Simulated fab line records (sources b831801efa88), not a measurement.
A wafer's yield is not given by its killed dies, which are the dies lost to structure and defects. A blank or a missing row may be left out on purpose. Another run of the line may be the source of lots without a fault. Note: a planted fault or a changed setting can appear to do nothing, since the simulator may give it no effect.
Which tool is to blame? -- flow sky130 -- 7 lots, 21 wafers sampled, at 2 steps of a route of 708

## WHAT THE GAUGES SHOWED, per wafer
SKY_CONTACT_BOW_MEAS_05.
lot,measured,on,CONTACT_BOW (um)
L484,day 31 09:49,film-metro-01,85 69 86
L486,day 32 03:30,film-metro-04,81 78 75
L490,day 33 19:50,film-metro-03,89 74 82
L492,day 34 06:02,film-metro-01,82 75 69
L500,day 36 14:35,film-metro-01,83 69 78
L502,day 37 03:19,film-metro-03,81 84 80
L504,day 37 11:41,film-metro-03,74 86 80

## EACH LOT AND THE TOOL THAT RAN IT (in order: tool; ch and the chambers of the sampled wafers; start)
lot,SKY_GATE_OXIDE_SOFTBAKE_06
L484,"litho-track-03 ch 0, day 14 06:24"
L486,"litho-track-04 ch 0, day 14 20:54"
L490,"litho-track-01 ch 0, day 16 14:47"
L492,"litho-track-03 ch 0, day 17 04:03"
L500,"litho-track-01 ch 0, day 19 19:17"
L502,"litho-track-03 ch 0, day 20 15:54"
L504,"litho-track-04 ch 0, day 21 01:54"
- SKY_GATE_OXIDE_SOFTBAKE_06: time 60 s.

## THE ANSWER, worked out from the rows above alone
Rule: the lots themselves supply what counts as usual. The widest of any qualifying gaps counts: lots, ordered by their means at a reading, are off when they make up no more than a third of the lots, leave a main group of 4 or more, and stand apart from it by 3 or more times the standard deviation of that group's means. A main group is skipped when, at the precision printed for the reading in the tables above, its means are all equal. A lot without any number at a reading at which 4 lots or more have one is off too. Any other lot the step has rows for is counted as sound.
None of the lots is off at any reading shown; this tells nothing.

## WHAT THE SIMULATOR HAD INSERTED
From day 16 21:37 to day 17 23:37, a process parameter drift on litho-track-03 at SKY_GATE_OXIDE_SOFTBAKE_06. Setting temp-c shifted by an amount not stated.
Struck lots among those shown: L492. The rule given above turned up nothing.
